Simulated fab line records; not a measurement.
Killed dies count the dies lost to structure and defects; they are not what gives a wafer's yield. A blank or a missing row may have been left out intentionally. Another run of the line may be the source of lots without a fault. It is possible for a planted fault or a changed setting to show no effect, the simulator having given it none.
Chamber matching | flow gf180mcu | cmp-01 running GF_V3_CMP_04: 4 sister chambers
The step polishes SiO2. 8 wafers are shown with their chamber, then 7 later ones without.

## WAFERS PAIRED WITH THEIR CHAMBERS
wafer  | chamber | motor-current-A (A) | time-to-endpoint-s (s)
L282.5 | 2       | 12.1                | 87
L284.2 | 2       | 11.6                | 81
L288.6 | 0       | 10.2                | 93
L289.2 | 1       | 9.4                 | 77
L289.6 | 1       | 9.8                 | 94
L290.3 | 3       | 14.2                | 72
L290.4 | 0       | 10.0                | 81
L290.6 | 3       | 13.9                | 85

## WAFERS WITHOUT THEIR CHAMBER
wafer  | motor-current-A (A) | time-to-endpoint-s (s)
L295.2 | 9.6                 | 79
L295.3 | 9.9                 | 73
L296.4 | 10.2                | 87
L296.6 | 10.3                | 79
L305.1 | 14.4                | 74
L305.2 | 12.1                | 76
L305.3 | 10.4                | 79

## EACH ONE'S CHAMBER
wafer  | from the rows above     | in truth
L295.2 | can't be placed: 1 or 0 | 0
L295.3 | can't be placed: 0 or 1 | 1
L296.4 | can't be placed: 0 or 1 | 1
L296.6 | can't be placed: 0 or 1 | 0
L305.1 | 3                       | 3
L305.2 | 2                       | 2
L305.3 | can't be placed: 0 or 1 | 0
Correct placement for 2 of the 7. Cannot be placed on the basis of these rows: 5; the candidates contain the true chamber in 5. Placed wrongly: 0.
How it was worked out, from the rows above alone: a wafer's distance from a chamber is the root of the sum, over the readings, of the square of ((its reading less the chamber's mean) divided by the reading's scatter). If the next closest chamber is less than 2 further off than the closest, the wafer can't be placed; otherwise it belongs to the closest. The mean given for a chamber averages the wafers shown for that chamber. The scatter: the root of (the sum of the squares of (reading less its chamber's mean) over the shown wafers, divided by (wafers less chambers)).
